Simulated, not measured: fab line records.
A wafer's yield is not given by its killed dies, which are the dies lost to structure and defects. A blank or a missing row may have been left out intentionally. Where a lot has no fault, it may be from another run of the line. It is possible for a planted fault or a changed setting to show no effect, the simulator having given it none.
What tool caused it? | flow gf180mcu | 14 lots with 42 wafers sampled at 4 steps, on a route of 602 steps

== WHAT EACH GAUGE READ, for each wafer ==
GF_V1_RS_MEAS_24: the measuring method here is four-point-probe. Usual: V1_W_RS typically reads 0.328 ohm/sq, with standard deviation 0.0034.
lot  | measured     | on            | V1_W_RS (ohm/sq)                          | flag
L646 | day 18 19:45 | film_metro-01 | 0.326 0.331 0.325                         |
L647 | day 19 09:38 | film_metro-03 | 0.332 0.330 0.333                         |
L648 | day 19 13:42 | film_metro-01 | 0.331 0.332 0.331                         |
L649 | day 19 22:16 | film_metro-02 | 0.325 0.327 0.324                         |
L650 | day 20 00:14 | film_metro-02 | 0.334 0.333 0.336                         |
L656 | day 22 04:23 | film_metro-01 | 43.695 44.169 43.808 43.706 44.154 43.727 | OFF
L657 | day 22 19:14 | film_metro-03 | 43.644 43.317 43.078 43.650 43.316 43.075 | OFF
L658 | day 23 00:24 | film_metro-02 | 42.726 42.942 42.735 42.654 42.893 42.736 | OFF
L661 | day 23 20:16 | film_metro-02 | 0.331 0.332 0.331                         |
L662 | day 24 07:44 | film_metro-01 | 0.329 0.329 0.326                         |
L663 | day 24 21:26 | film_metro-02 | 0.329 0.326 0.328                         |
L664 | day 24 22:04 | film_metro-03 | 0.333 0.329 0.331                         |
L666 | day 25 14:20 | film_metro-03 | 0.321 0.322 0.324                         |
L668 | day 26 04:32 | film_metro-02 | 0.322 0.325 0.329                         |

== TOOL THAT RAN EACH LOT (tool first, then ch and the chambers of the sampled wafers, then the start) ==
lot  | GF_V1_ETCH_17                                 | GF_V1_SPUTTER_21             | GF_V1_CVD_23
L646 | rie_diel-04 ch 0,3, day 18 19:32 or earlier   | pvd_sputter-04, day 18 19:32 | cvd_w-01 ch 0,1, day 18 19:38
L647 | rie_diel-04 ch 0,1,2, day 19 09:25 or earlier | pvd_sputter-01, day 19 09:25 | cvd_w-02 ch 0,1, day 19 09:31
L648 | rie_diel-04 ch 2,3, day 19 13:28 or earlier   | pvd_sputter-04, day 19 13:28 | cvd_w-02 ch 0,1, day 19 13:34
L649 | rie_diel-04 ch 1,2,3, day 19 22:02 or earlier | pvd_sputter-02, day 19 22:02 | cvd_w-01 ch 0,1, day 19 22:08
L650 | rie_diel-01 ch 0,1,3, day 19 23:58 or earlier | pvd_sputter-04, day 19 23:58 | cvd_w-02 ch 0,1, day 20 00:06
L656 | rie_diel-03 ch 0,1, day 22 04:10 or earlier   | pvd_sputter-04, day 22 04:10 | cvd_w-01 ch 0, day 22 04:16
L657 | rie_diel-04 ch 0,1,3, day 22 19:01 or earlier | pvd_sputter-02, day 22 19:01 | cvd_w-02 ch 0,1, day 22 19:07
L658 | rie_diel-03 ch 1,2,3, day 23 00:10 or earlier | pvd_sputter-04, day 23 00:10 | cvd_w-02 ch 0,1, day 23 00:16
L661 | rie_diel-03 ch 1,2, day 23 20:01 or earlier   | pvd_sputter-01, day 23 20:01 | cvd_w-02 ch 0,1, day 23 20:08
L662 | rie_diel-04 ch 1, day 24 07:31 or earlier     | pvd_sputter-04, day 24 07:31 | cvd_w-01 ch 0,1, day 24 07:37
L663 | rie_diel-04 ch 0,1,2, day 24 21:13 or earlier | pvd_sputter-02, day 24 21:13 | cvd_w-01 ch 0, day 24 21:19
L664 | rie_diel-03 ch 2,3, day 24 21:51 or earlier   | pvd_sputter-01, day 24 21:51 | cvd_w-02 ch 0,1, day 24 21:57
L666 | rie_diel-01 ch 0,2,3, day 25 14:07 or earlier | pvd_sputter-02, day 25 14:07 | cvd_w-01 ch 0,1, day 25 14:13
L668 | rie_diel-01 ch 1,2, day 26 04:17 or earlier   | pvd_sputter-02, day 26 04:17 | cvd_w-01 ch 0,1, day 26 04:25
- GF_V1_ETCH_17: etches SiO2 in C4F8/O2/Ar, stops on TiN, target depth 630 nm.
- GF_V1_SPUTTER_21: material Ti, target thk 15 nm, time 80.02 s.
- GF_V1_CVD_23: deposits W, target thk 350 nm, time 105.05 s.

== AS READ BY THE TOOLS THEMSELVES (means over the sampled wafers that have a number; for cases with no such wafer, the mark the record gives instead) ==
GF_V1_ETCH_17. Usual: 0.846 a.u. for oes_product_au, sd 0.0045.
lot  | tool        | oes_product_au (a.u.) | flag
L646 | rie_diel-04 | 0.846                 |
L647 | rie_diel-04 | 0.850                 |
L648 | rie_diel-04 | 0.846                 |
L649 | rie_diel-04 | 0.847                 |
L650 | rie_diel-01 | 0.846                 |
L656 | rie_diel-03 | 0.850                 |
L657 | rie_diel-04 | 0.845                 |
L658 | rie_diel-03 | 0.846                 |
L661 | rie_diel-03 | 0.844                 |
L662 | rie_diel-04 | 0.847                 |
L663 | rie_diel-04 | 0.841                 |
L664 | rie_diel-03 | 0.849                 |
L666 | rie_diel-01 | 0.843                 |
L668 | rie_diel-01 | 0.848                 |

GF_V1_SPUTTER_21. Usual: 29.7 % for throttle_valve_pct, sd 0.83.
lot  | tool           | throttle_valve_pct (%) | flag
L646 | pvd_sputter-04 | 30.1                   |
L647 | pvd_sputter-01 | 30.1                   |
L648 | pvd_sputter-04 | 30.5                   |
L649 | pvd_sputter-02 | 29.8                   |
L650 | pvd_sputter-04 | 30.2                   |
L656 | pvd_sputter-04 | 30.3                   |
L657 | pvd_sputter-02 | 29.9                   |
L658 | pvd_sputter-04 | 29.9                   |
L661 | pvd_sputter-01 | 29.5                   |
L662 | pvd_sputter-04 | 30.3                   |
L663 | pvd_sputter-02 | 29.7                   |
L664 | pvd_sputter-01 | 29.3                   |
L666 | pvd_sputter-02 | 29.0                   |
L668 | pvd_sputter-02 | 29.2                   |

GF_V1_CVD_23. Usual: chamber_pressure_Torr 40.00 Torr, standard deviation 0.088; heater_power_outer_w 547 W, standard deviation 44; heater_power_w 866 W, standard deviation 69; susceptor_temp_C 399.96 C, standard deviation 0.22.
lot  | tool     | chamber_pressure_Torr (Torr) | heater_power_outer_w (W) | heater_power_w (W) | susceptor_temp_C (C) | flag
L646 | cvd_w-01 | 40.07                        | 505                      | 822                | 399.98               |
L647 | cvd_w-02 | 39.96                        | 561                      | 853                | 399.86               |
L648 | cvd_w-02 | 40.02                        | 580                      | 899                | 399.78               |
L649 | cvd_w-01 | 39.99                        | 508                      | 820                | 400.02               |
L650 | cvd_w-02 | 39.99                        | 564                      | 847                | 399.88               |
L656 | cvd_w-01 | -                            | -                        | -                  | -                    | OFF
L657 | cvd_w-02 | -                            | -                        | -                  | -                    | OFF
L658 | cvd_w-02 | -                            | -                        | -                  | -                    | OFF
L661 | cvd_w-02 | 39.98                        | 567                      | 907                | 399.94               |
L662 | cvd_w-01 | 39.99                        | 512                      | 815                | 400.00               |
L663 | cvd_w-01 | 39.90                        | 477                      | 773                | 400.09               |
L664 | cvd_w-02 | 40.03                        | 563                      | 878                | 399.94               |
L666 | cvd_w-01 | 39.99                        | 507                      | 835                | 400.18               |
L668 | cvd_w-01 | 40.08                        | 512                      | 828                | 400.12               |

== THE ANSWER, worked out from the rows above alone ==
Rule: lot off if the mean of its wafers having a number is beyond 3 standard deviations from the usual mean. Also off: a lot with no number at a reading for which 4 or more lots have one. All remaining lots with rows at the step are treated as sound. First the gauges in route order, then the tools' own readings, where a lot's mean is used as printed above. The first step at which some lot is off is used, and at that step the reading that is off furthest; a lot without a number counts as furthest.
Off: L656, L657, L658, seen at GF_V1_RS_MEAS_24 (V1_W_RS).
If a tool, at a process step before that reading, ran all the lots that are off and no sound lot after the first of them, it fits. Not tried: the gauges at GF_V1_RS_MEAS_24; whatever is off there is also off at GF_V1_CVD_23, on other tools, and gauge error can't account for it. With no start given for some of its lots, GF_V1_ETCH_17 uses the hours and lot order of GF_V1_SPUTTER_21. Not one of the candidates tried fits.

== WHAT HAD BEEN PUT IN BY THE SIMULATOR ==
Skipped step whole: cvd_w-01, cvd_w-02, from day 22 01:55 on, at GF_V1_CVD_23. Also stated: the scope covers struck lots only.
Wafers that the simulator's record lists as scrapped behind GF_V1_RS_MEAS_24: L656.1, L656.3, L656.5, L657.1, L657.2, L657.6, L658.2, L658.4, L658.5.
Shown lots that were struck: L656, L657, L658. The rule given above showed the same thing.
